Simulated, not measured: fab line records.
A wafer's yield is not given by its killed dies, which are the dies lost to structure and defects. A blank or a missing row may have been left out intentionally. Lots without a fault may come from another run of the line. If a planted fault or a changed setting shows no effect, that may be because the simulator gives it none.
Chamber matching -- flow sky130 -- SKY_FIELD_ISO_CMP_27 on cmp-01 has 4 sister chambers
The step polishes, stops on Si3N4, t overpolish 16 s, target thk 457.8 nm. 4 wafers are shown with their chamber, then 8 later ones without.

== EACH WAFER AND ITS CHAMBER ==
wafer,chamber,motor-current-A (A)
L633.1,2,11.7
L637.1,3,13.2
L637.5,1,12.1
L639.2,0,10.9

== WAFERS MISSING THEIR CHAMBER ==
wafer,motor-current-A (A)
L639.5,13.0
L639.6,10.8
L640.1,11.2
L640.4,12.9
L640.6,12.8
L652.2,10.8
L652.3,12.4
L652.5,11.4

== CHAMBER TAKEN BY EACH ==
wafer,from the rows above,in truth
L639.5,3,3
L639.6,0,0
L640.1,can't be placed: 0 or 2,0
L640.4,can't be placed: 3 or 1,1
L640.6,can't be placed: 3 or 1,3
L652.2,0,0
L652.3,can't be placed: 1 or 2 or 3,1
L652.5,can't be placed: 2 or 0 or 1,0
Placed correctly: 3 of 8. Unplaceable from these rows: 5, with the true chamber sitting among the candidates in 5. Wrongly placed: 0.
How it was worked out, from the rows above alone: a wafer's distance from a chamber is the root of the sum, over the readings, of the square of ((its reading less the chamber's mean) divided by the reading's scatter). If the next closest chamber is less than 2 further off than the closest, the wafer can't be placed; otherwise it belongs to the closest. Each chamber's mean is taken over the wafers shown for it. The scatter (one wafer shown for each chamber): square how far every hidden wafer sits from the nearest shown wafer, average those squares and take the square root.
